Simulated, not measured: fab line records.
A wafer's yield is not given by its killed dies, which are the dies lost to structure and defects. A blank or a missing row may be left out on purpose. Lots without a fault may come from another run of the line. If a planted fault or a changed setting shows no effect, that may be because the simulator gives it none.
fab line records -- flow sky130 -- part 1 of 2: steps 1 to 42 of 43
record lots=6, wafers=18, lastDay=50
route steps=708 shown VIA2@519 METAL3@532 CAPM@537 PAD_OPEN@708
lots untouched by any fault: they come from a run of this same line in which no faults occurred
startH: hours from the record's opening day to when the first of the lot's shown wafers began -- waitH: hours since the lot's step before -- " as in the row above -- L1.1+2: one row covering several wafers at once -- - no value, or no start given -- * or withheld: withheld -- < > ~ a bound
route shown NAME@n: names a module that has steps shown in the file, with the first one's number in the route -- usual: mean/standard deviation of fault-free wafers -- same: alike in all rows -- chamber/n: place in a boat -- sites: per-site readings -- _std_site: the standard deviation of these -- _edge_site: inner sites' mean taken away from outer sites' mean -- radiusMm: how far each site lies from the wafer's centre -- mask NAME#n: copy n -- behind: tool/chamber where the wafer was last shaped -- hold: reason for holding the lot/hours on hold/outcome of the hold -- device: the transistor (n, p or np) that didn't switch -- end of line: the same wafers' tests at the end of the route -- for a step that has no rows: nothing shown but its recipe -- killed: dies that structure and defects cost at the first sort, which is not the same as the wafer's yield -- map: a wafer's dies, marking killed ones x, the rest . and places with no die _
set.NAME: the setting as run; set.NAME@STEP: as run at that earlier step -- model.NAME: the simulator's own value behind a step, which no gauge read
certain route steps with their lots: each step a table, each wafer a row
services: when a tool's chamber went out of use (startH, in hours from the record's first day, below 0 if earlier), for how many hours, and the reason
## steps
# step SKY_VIA2_CD_MEAS_12
# recipe targetCdNm=200
# usual cdNm=200.1/1.5
lot.wafer,tool,chamber,startH,waitH,cdNm
L892.2,cdSem-02,-,871.33,-,200.4
L892.4,cdSem-02,-,871.33,-,201.0
L892.5,cdSem-02,-,871.33,-,202.1
L893.2,cdSem-01,-,877.14,-,202.0
L893.3,cdSem-01,-,877.14,-,201.8
L893.6,cdSem-01,-,877.14,-,201.5
L897.1,cdSem-01,-,949.91,-,197.1
L897.3,cdSem-01,-,949.91,-,197.3
L897.6,cdSem-01,-,949.91,-,197.5
L906.1,cdSem-01,-,991.86,-,200.3
L906.4,cdSem-01,-,991.86,-,200.4
L906.6,cdSem-01,-,991.86,-,200.3
L910.1,cdSem-01,-,1008.66,-,198.9
L910.4,cdSem-01,-,1008.66,-,198.3
L910.6,cdSem-01,-,1008.66,-,197.9
L912.2,cdSem-01,-,1013.78,-,201.6
L912.3,cdSem-01,-,1013.78,-,201.6
L912.6,cdSem-01,-,1013.78,-,202.6
# step SKY_VIA2_OVL_MEAS_13
# usual VIA2_OVL=-2/5.2
lot.wafer,tool,chamber,startH,waitH,VIA2_OVL[nm]
L892.2,overlay-01,-,871.43,0.1,2
L892.4,overlay-01,-,871.43,0.1,0
L892.5,overlay-01,-,871.43,0.1,1
L893.2,overlay-01,-,877.25,0.1,8
L893.3,overlay-01,-,877.25,0.1,-6
L893.6,overlay-01,-,877.25,0.1,3
L897.1,overlay-02,-,950.03,0.1,2
L897.3,overlay-02,-,950.03,0.1,0
L897.6,overlay-02,-,950.03,0.1,-6
L906.1,overlay-02,-,991.98,0.1,-7
L906.4,overlay-02,-,991.98,0.1,-6
L906.6,overlay-02,-,991.98,0.1,-10
L910.1,overlay-01,-,1008.78,0.1,-2
L910.4,overlay-01,-,1008.78,0.1,-3
L910.6,overlay-01,-,1008.78,0.1,-6
L912.2,overlay-01,-,1013.89,0.1,-1
L912.3,overlay-01,-,1013.89,0.1,4
L912.6,overlay-01,-,1013.89,0.1,4
# step SKY_VIA2_ETCH_14
# recipe chemistry=N2/H2, target=BARC, ionEnergyEv=200, sourceW=500, biasW=100, pressureMtorr=30, n2FlowSccm=100, h2FlowSccm=200, stopOn=SiO2, timeS=45.9, targetDepthA=600
# step SKY_VIA2_ETCH_15
# recipe target=SiO2, chemistry=C4F8/O2/Ar, targetDepthNm=546, stopOn=TiN, maskMaterial=KrF-thick, sourceW=1500, biasW=1200, pressureMtorr=40, c4f8FlowSccm=withheld, O2_flow_sccm=6, Ar_flow_sccm=300, timeS=84
# step SKY_VIA2_STRIP_16
# recipe chemistry=O2/N2, powerW=1400, pressureMtorr=1500, platenTempC=withheld, o2FlowSccm=3000, n2FlowSccm=300, overashFraction=0.5
# usual drypumpMotorCurrentA=5.6/0.48, oesProductAu=0.396/0.0048, stripTimeToEndpointS=3.994/0.024
lot.wafer,tool,chamber,startH,waitH,drypumpMotorCurrentA,oesProductAu,rfHoursCounterH,stripTimeToEndpointS
L892.2,plasmaAsher-01,1,871.57,0.0,5.7,0.389,77,4.019
L892.4,plasmaAsher-01,0,871.57,0.0,4.9,0.403,-,4.033
L892.5,plasmaAsher-01,0,871.57,0.0,4.9,0.402,-,4.007
L893.2,plasmaAsher-03,1,877.38,0.0,6.2,0.400,44,3.983
L893.3,plasmaAsher-03,1,877.38,0.0,6.3,0.396,-,3.979
L893.6,plasmaAsher-03,0,877.38,0.0,5.3,0.398,-,3.984
L897.1,plasmaAsher-01,0,950.17,0.0,4.9,0.398,85,3.992
L897.3,plasmaAsher-01,0,950.17,0.0,4.9,0.397,-,4.008
L897.6,plasmaAsher-01,1,950.17,0.0,5.7,0.388,-,3.994
L906.1,plasmaAsher-02,0,992.12,0.0,6.1,0.396,116,4.023
L906.4,plasmaAsher-02,1,992.12,0.0,5.2,0.395,-,4.015
L906.6,plasmaAsher-02,0,992.12,0.0,6.1,0.404,-,4.020
L910.1,plasmaAsher-03,1,1008.92,0.0,6.2,0.404,57,3.975
L910.4,plasmaAsher-03,0,1008.92,0.0,5.3,0.390,-,3.940
L910.6,plasmaAsher-03,1,1008.92,0.0,6.2,0.395,-,4.004
L912.2,plasmaAsher-03,1,1014.02,0.0,6.2,0.392,57,4.010
L912.3,plasmaAsher-03,0,1014.02,0.0,5.3,0.400,-,4.006
L912.6,plasmaAsher-03,1,1014.02,0.0,6.2,0.396,-,3.983
# step SKY_VIA2_STRIP_17
# recipe chemistry=postEtchResidueRemover, timeS=1200, tempC=72.5
# step SKY_VIA2_CLEAN_18
# recipe chemistry=IPA, timeS=180, tempC=25
# step SKY_VIA2_CLEAN_19
# recipe chemistry=O3/DIW, dry=n2Spin
# step SKY_VIA2_SPUTTER_20
# recipe material=TiN, targetThkNm=20, chamberPressurePa=5, powerW=4000, timeS=80
# step SKY_VIA2_CVD_21
# recipe material=W, targetThkNm=420, timeS=126.4, tempC=400, pressureTorr=40
# usual heaterPowerW=807/77
lot.wafer,tool,chamber,startH,waitH,heaterPowerW
L892.2,cvdW-02,1,872.23,0.0,757
L892.4,cvdW-02,1,872.23,0.0,755
L892.5,cvdW-02,1,872.23,0.0,776
L893.2,cvdW-01,0,878.03,0.0,793
L893.3,cvdW-01,1,878.03,0.0,963
L893.6,cvdW-01,1,878.03,0.0,981
L897.1,cvdW-01,1,950.83,0.0,930
L897.3,cvdW-01,1,950.83,0.0,947
L897.6,cvdW-01,0,950.83,0.0,741
L906.1,cvdW-01,0,992.86,0.0,743
L906.4,cvdW-01,0,992.86,0.0,775
L906.6,cvdW-01,1,992.86,0.0,956
L910.1,cvdW-01,0,1009.59,0.0,754
L910.4,cvdW-01,0,1009.59,0.0,747
L910.6,cvdW-01,0,1009.59,0.0,743
L912.2,cvdW-01,0,1014.70,0.0,756
L912.3,cvdW-01,0,1014.70,0.0,748
L912.6,cvdW-01,1,1014.70,0.0,924
# step SKY_VIA2_RS_MEAS_22
# recipe thkMeasGauge=four-point-probe, reads=W_of_VIA2_CVD_21+TiN_of_VIA2_SPUTTER_20
# usual VIA2_W_RS=0.271/0.0031
lot.wafer,tool,chamber,startH,waitH,VIA2_W_RS[ohm/sq]
L892.2,filmMetro-01,-,872.38,0.1,0.262
L892.4,filmMetro-01,-,872.38,0.1,0.263
L892.5,filmMetro-01,-,872.38,0.1,0.265
L893.2,filmMetro-04,-,878.18,0.1,0.268
L893.3,filmMetro-04,-,878.18,0.1,0.272
L893.6,filmMetro-04,-,878.18,0.1,0.268
L897.1,filmMetro-03,-,950.96,0.1,0.269
L897.3,filmMetro-03,-,950.96,0.1,0.270
L897.6,filmMetro-03,-,950.96,0.1,0.268
L906.1,filmMetro-03,-,992.99,0.1,0.270
L906.4,filmMetro-03,-,992.99,0.1,0.267
L906.6,filmMetro-03,-,992.99,0.1,0.276
L910.1,filmMetro-01,-,1009.72,0.1,0.269
L910.4,filmMetro-01,-,1009.72,0.1,0.271
L910.6,filmMetro-01,-,1009.72,0.1,0.272
L912.2,filmMetro-03,-,1014.85,0.1,0.267
L912.3,filmMetro-03,-,1014.85,0.1,0.272
L912.6,filmMetro-03,-,1014.85,0.1,0.269
# step SKY_VIA2_THK_MEAS_23
# recipe thkMeasGauge=xrf, reads=W_of_VIA2_CVD_21
# usual VIA2_W_THK=431/8.3
lot.wafer,tool,chamber,startH,waitH,VIA2_W_THK[nm]
L892.2,filmMetro-01,-,872.49,0.1,435
L892.4,filmMetro-01,-,872.49,0.1,433
L892.5,filmMetro-01,-,872.49,0.1,429
L893.2,filmMetro-04,-,878.29,0.1,441
L893.3,filmMetro-04,-,878.29,0.1,434
L893.6,filmMetro-04,-,878.29,0.1,441
L897.1,filmMetro-03,-,951.08,0.1,425
L897.3,filmMetro-03,-,951.08,0.1,427
L897.6,filmMetro-03,-,951.08,0.1,427
L906.1,filmMetro-03,-,993.11,0.1,428
L906.4,filmMetro-03,-,993.11,0.1,434
L906.6,filmMetro-03,-,993.11,0.1,418
L910.1,filmMetro-01,-,1009.84,0.1,431
L910.4,filmMetro-01,-,1009.84,0.1,428
L910.6,filmMetro-01,-,1009.84,0.1,425
L912.2,filmMetro-03,-,1014.96,0.1,432
L912.3,filmMetro-03,-,1014.96,0.1,425
L912.6,filmMetro-03,-,1014.96,0.1,425
# step SKY_VIA2_CMP_24
# recipe stopOn=SiO2, tOverpolishS=20, downForcePsi=3.5, platenRpm=60, targetThkNm=0, padVelocityMS=0.94248
# usual motorCurrentA=11.4/1.1, overpolishRunS=19.999/0.0094, timeToEndpointS=102.3/3
# same tOverpolishS=20
lot.wafer,tool,chamber,startH,waitH,motorCurrentA,overpolishRunS,timeToEndpointS
L892.4,cmp-01,3,872.64,0.1,11.6,19.985,103.6
L892.2,cmp-01,0,872.64,0.1,11.1,19.996,105.4
L892.5,cmp-01,1,872.64,0.1,11.3,20.014,99.9
L893.3,cmp-02,0,878.39,0.1,12.1,19.991,107.0
L893.2,cmp-02,1,878.39,0.1,9.2,19.986,104.4
L893.6,cmp-02,0,878.39,0.1,12.1,20.008,104.1
L897.1,cmp-02,3,951.36,0.3,11.5,20.007,101.6
L897.3,cmp-02,1,951.36,0.3,9.4,20.006,101.8
L897.6,cmp-02,0,951.36,0.3,12.4,19.997,101.1
L906.4,cmp-02,0,993.22,0.1,12.5,20.000,102.0
L906.1,cmp-02,2,993.22,0.1,12.7,19.994,98.6
L906.6,cmp-02,0,993.22,0.1,12.5,20.007,96.3
L910.4,cmp-02,3,1009.90,0.0,11.3,20.017,102.1
L910.1,cmp-02,1,1009.90,0.0,9.1,20.014,100.3
L910.6,cmp-02,0,1009.90,0.0,12.9,20.003,103.7
L912.3,cmp-02,0,1015.11,0.1,12.2,20.003,106.9
L912.2,cmp-02,1,1015.11,0.1,9.0,19.986,104.9
L912.6,cmp-02,3,1015.11,0.1,11.7,19.997,101.2
# step SKY_METAL3_SPUTTER_00
# recipe material=Ti, targetThkNm=15, powerW=3000, timeS=10, chamberPressurePa=0.4
# usual throttleValvePct=29.8/0.84
lot.wafer,tool,chamber,startH,waitH,throttleValvePct
L892.2,pvdSputter-03,-,872.84,0.1,29.7
L892.4,pvdSputter-03,-,872.84,0.1,31.0
L892.5,pvdSputter-03,-,872.84,0.1,29.0
L893.2,pvdSputter-03,-,878.64,0.1,29.6
L893.3,pvdSputter-03,-,878.64,0.1,28.9
L893.6,pvdSputter-03,-,878.64,0.1,28.4
L897.1,pvdSputter-03,-,951.66,0.2,31.1
L897.3,pvdSputter-03,-,951.66,0.2,28.6
L897.6,pvdSputter-03,-,951.66,0.2,28.3
L906.1,pvdSputter-01,-,993.47,0.1,29.0
L906.4,pvdSputter-01,-,993.47,0.1,30.4
L906.6,pvdSputter-01,-,993.47,0.1,30.4
L910.1,pvdSputter-01,-,1010.20,0.1,29.8
L910.4,pvdSputter-01,-,1010.20,0.1,29.9
L910.6,pvdSputter-01,-,1010.20,0.1,29.9
L912.2,pvdSputter-01,-,1015.31,0.1,28.8
L912.3,pvdSputter-01,-,1015.31,0.1,30.6
L912.6,pvdSputter-01,-,1015.31,0.1,29.6
# step SKY_METAL3_SPUTTER_01
# recipe material=TiN, targetThkNm=20, powerW=6500, timeS=16.7, chamberPressurePa=0.4
# step SKY_METAL3_SPUTTER_02
# recipe material=AlCu, targetThkNm=735, powerW=10600, timeS=39.1, chamberPressurePa=0.4
# step SKY_METAL3_SPUTTER_03
# recipe material=Ti, targetThkNm=5, powerW=3000, timeS=3.3, chamberPressurePa=0.4
# step SKY_METAL3_SPUTTER_04
# recipe material=TiN, targetThkNm=70, powerW=6500, timeS=58.3, chamberPressurePa=0.4
# step SKY_CAPM_CVD_00
# recipe material=SiO2, targetThkNm=15.5, tempC=400, timeS=withheld, rfW=450
# usual heaterPowerW=707/110
lot.wafer,tool,chamber,startH,waitH,heaterPowerW
L892.2,pecvd-03,0,873.00,0.0,717
L892.4,pecvd-03,1,873.00,0.0,471
L892.5,pecvd-03,0,873.00,0.0,713
L893.2,pecvd-03,2,878.80,0.0,535
L893.3,pecvd-03,1,878.80,0.0,503
L893.6,pecvd-03,1,878.80,0.0,510
L897.1,pecvd-01,0,951.82,0.0,879
L897.3,pecvd-01,1,951.82,0.0,781
L897.6,pecvd-01,1,951.82,0.0,766
L906.1,pecvd-02,1,993.62,0.0,548
L906.4,pecvd-02,1,993.62,0.0,535
L906.6,pecvd-02,0,993.62,0.0,692
L910.1,pecvd-03,2,1010.35,0.0,616
L910.4,pecvd-03,2,1010.35,0.0,633
L910.6,pecvd-03,2,1010.35,0.0,625
L912.2,pecvd-02,2,1015.47,0.0,842
L912.3,pecvd-02,0,1015.47,0.0,822
L912.6,pecvd-02,0,1015.47,0.0,818
# step SKY_CAPM_THK_MEAS_01
# recipe reads=SiO2_of_CAPM_CVD_00
# usual CAPM_CVD_00_THK=15.47/0.19
lot.wafer,tool,chamber,startH,waitH,CAPM_CVD_00_THK[nm]
L892.2,filmMetro-04,-,873.03,-,15.44
L892.4,filmMetro-04,-,873.03,-,15.80
L892.5,filmMetro-04,-,873.03,-,16.00
L893.2,filmMetro-01,-,878.83,-,15.64
L893.3,filmMetro-01,-,878.83,-,15.57
L893.6,filmMetro-01,-,878.83,-,15.72
L897.1,filmMetro-02,-,951.85,-,15.46
L897.3,filmMetro-02,-,951.85,-,15.52
L897.6,filmMetro-02,-,951.85,-,15.59
L906.1,filmMetro-04,-,993.64,-,15.40
L906.4,filmMetro-04,-,993.64,-,15.54
L906.6,filmMetro-04,-,993.64,-,15.56
L910.1,filmMetro-04,-,1010.38,-,15.22
L910.4,filmMetro-04,-,1010.38,-,15.43
L910.6,filmMetro-04,-,1010.38,-,15.37
L912.2,filmMetro-04,-,1015.50,-,15.31
L912.3,filmMetro-04,-,1015.50,-,15.26
L912.6,filmMetro-04,-,1015.50,-,15.58
# step SKY_CAPM_SPUTTER_02
# recipe material=TiN, targetThkNm=200, tempC=300, powerW=6500, timeS=166.7, chamberPressurePa=0.4068
# usual throttleValvePct=30.3/0.88
lot.wafer,tool,chamber,startH,waitH,throttleValvePct
L892.2,pvdSputter-04,-,873.08,0.0,30.7
L892.4,pvdSputter-04,-,873.08,0.0,30.2
L892.5,pvdSputter-04,-,873.08,0.0,31.4
L893.2,pvdSputter-02,-,878.88,0.0,28.7
L893.3,pvdSputter-02,-,878.88,0.0,31.0
L893.6,pvdSputter-02,-,878.88,0.0,28.9
L897.1,pvdSputter-04,-,951.91,0.1,30.3
L897.3,pvdSputter-04,-,951.91,0.1,31.2
L897.6,pvdSputter-04,-,951.91,0.1,30.9
L906.1,pvdSputter-02,-,993.70,0.1,30.9
L906.4,pvdSputter-02,-,993.70,0.1,31.0
L906.6,pvdSputter-02,-,993.70,0.1,29.9
L910.1,pvdSputter-02,-,1010.44,0.1,30.0
L910.4,pvdSputter-02,-,1010.44,0.1,31.1
L910.6,pvdSputter-02,-,1010.44,0.1,30.9
L912.2,pvdSputter-03,-,1015.55,0.0,29.8
L912.3,pvdSputter-03,-,1015.55,0.0,31.0
L912.6,pvdSputter-03,-,1015.55,0.0,31.0
# step SKY_CAPM_RS_MEAS_03
# recipe thkMeasGauge=four-point-probe, reads=TiN_of_CAPM_SPUTTER_02
# usual CAPM_TIN_RS=6.93/0.066
lot.wafer,tool,chamber,startH,waitH,CAPM_TIN_RS[ohm/sq]
L892.2,filmMetro-01,-,873.21,0.1,6.99
L892.4,filmMetro-01,-,873.21,0.1,6.90
L892.5,filmMetro-01,-,873.21,0.1,6.97
L893.2,filmMetro-02,-,879.01,0.1,6.84
L893.3,filmMetro-02,-,879.01,0.1,6.78
L893.6,filmMetro-02,-,879.01,0.1,6.83
L897.1,filmMetro-01,-,952.02,0.1,6.96
L897.3,filmMetro-01,-,952.02,0.1,6.94
L897.6,filmMetro-01,-,952.02,0.1,6.94
L906.1,filmMetro-02,-,993.81,0.1,6.86
L906.4,filmMetro-02,-,993.81,0.1,6.84
L906.6,filmMetro-02,-,993.81,0.1,6.82
L910.1,filmMetro-02,-,1010.55,0.1,6.96
L910.4,filmMetro-02,-,1010.55,0.1,6.99
L910.6,filmMetro-02,-,1010.55,0.1,7.00
L912.2,filmMetro-04,-,1015.68,0.1,6.94
L912.3,filmMetro-04,-,1015.68,0.1,6.90
L912.6,filmMetro-04,-,1015.68,0.1,6.93
# step SKY_CAPM_THK_MEAS_04
# recipe thkMeasGauge=xrf, reads=TiN_of_CAPM_SPUTTER_02
# usual CAPM_TIN_THK=198.4/1.9
lot.wafer,tool,chamber,startH,waitH,CAPM_TIN_THK[nm]
L892.2,filmMetro-01,-,873.32,0.1,197.1
L892.4,filmMetro-01,-,873.32,0.1,199.8
L892.5,filmMetro-01,-,873.32,0.1,196.7
L893.2,filmMetro-02,-,879.12,0.1,199.7
L893.3,filmMetro-02,-,879.12,0.1,201.1
L893.6,filmMetro-02,-,879.12,0.1,200.3
L897.1,filmMetro-01,-,952.14,0.1,199.2
L897.3,filmMetro-01,-,952.14,0.1,198.9
L897.6,filmMetro-01,-,952.14,0.1,199.2
L906.1,filmMetro-02,-,993.93,0.1,200.3
L906.4,filmMetro-02,-,993.93,0.1,201.2
L906.6,filmMetro-02,-,993.93,0.1,201.2
L910.1,filmMetro-02,-,1010.67,0.1,197.9
L910.4,filmMetro-02,-,1010.67,0.1,196.7
L910.6,filmMetro-02,-,1010.67,0.1,197.0
L912.2,filmMetro-04,-,1015.79,0.1,197.9
L912.3,filmMetro-04,-,1015.79,0.1,199.5
L912.6,filmMetro-04,-,1015.79,0.1,199.0
# step SKY_CAPM_DEHYDRATE_05
# recipe tempC=200, timeS=60
# step SKY_CAPM_HMDS_06
# recipe primeTimeS=60, primeTempC=120
# step SKY_CAPM_COAT_07
# recipe resist=NOVOLAK, spinRpm=3000, resistThkNm=1140
# step SKY_CAPM_SOFTBAKE_08
# recipe tempC=90, timeS=60, resist=NOVOLAK
# step SKY_CAPM_EXPOSE_09
# recipe maskId=CAPM, na=0.6, sourceShape=conventional, sigmaOuter=0.6, polarization=unpolarized, targetCdNm=1000, doseMj=159
# step SKY_CAPM_PEB_10
# recipe tempC=withheld, timeS=*, resist=NOVOLAK
# step SKY_CAPM_DEVELOP_11
# recipe resist=NOVOLAK, developer=TMAH, developTimeS=60, devTempC=23
# step SKY_CAPM_OVL_MEAS_12
# usual CAPM_OVL=-0.9/1.5
lot.wafer,tool,chamber,startH,waitH,CAPM_OVL[nm]
L892.2,overlay-01,-,899.36,0.1,-0.1
L892.4,overlay-01,-,899.36,0.1,1.5
L892.5,overlay-01,-,899.36,0.1,-0.7
L893.2,overlay-02,-,904.79,0.1,-1.0
L893.3,overlay-02,-,904.79,0.1,-0.8
L893.6,overlay-02,-,904.79,0.1,-3.3
L897.1,overlay-01,-,975.03,0.1,-1.7
L897.3,overlay-01,-,975.03,0.1,-1.0
L897.6,overlay-01,-,975.03,0.1,-0.8
L906.1,overlay-02,-,1016.93,0.1,-1.3
L906.4,overlay-02,-,1016.93,0.1,-0.7
L906.6,overlay-02,-,1016.93,0.1,-3.9
L910.1,overlay-02,-,1033.30,0.1,-1.7
L910.4,overlay-02,-,1033.30,0.1,-3.8
L910.6,overlay-02,-,1033.30,0.1,-2.6
L912.2,overlay-02,-,1038.35,0.1,-1.4
L912.3,overlay-02,-,1038.35,0.1,0.5
L912.6,overlay-02,-,1038.35,0.1,0.1
# step SKY_CAPM_METAL_ETCH_13
# recipe targetDepthNm=220, stopOn=SiO2, chemistry=Cl2/BCl3, target=TiN, pressureMtorr=10, icpW=900, biasW=48.5, Cl2_flow_sccm=60, bcl3FlowSccm=30, timeS=62.9
# step SKY_CAPM_STRIP_14
# recipe chemistry=O2/N2, powerW=1400, pressureMtorr=1500, platenTempC=withheld, o2FlowSccm=3000, n2FlowSccm=300, overashFraction=0.5
# step SKY_CAPM_STRIP_15
# recipe chemistry=postEtchResidueRemover, timeS=1200, tempC=72.5
# step SKY_CAPM_CLEAN_16
# recipe chemistry=IPA, timeS=180, tempC=25
# step SKY_CAPM_CLEAN_17
# recipe chemistry=O3/DIW, dry=n2Spin
# step SKY_METAL3_DEHYDRATE_05
# recipe tempC=200, timeS=60
# step SKY_METAL3_HMDS_06
# recipe primeTimeS=60, primeTempC=120
# step SKY_METAL3_COAT_07
# recipe resist=BARC, tempC=withheld, timeS=withheld, spinRpm=3027, resistThkNm=60
# step SKY_METAL3_COAT_08
# recipe resist=KrF-thick, spinRpm=3000, resistThkNm=1140
# step SKY_METAL3_SOFTBAKE_09
# recipe tempC=100, timeS=90, resist=KrF-thick
# step SKY_METAL3_EXPOSE_10
# recipe maskId=MM3, na=0.68, sourceShape=annular, sigmaInner=0.4, sigmaOuter=0.8, targetCdNm=300, doseMj=28
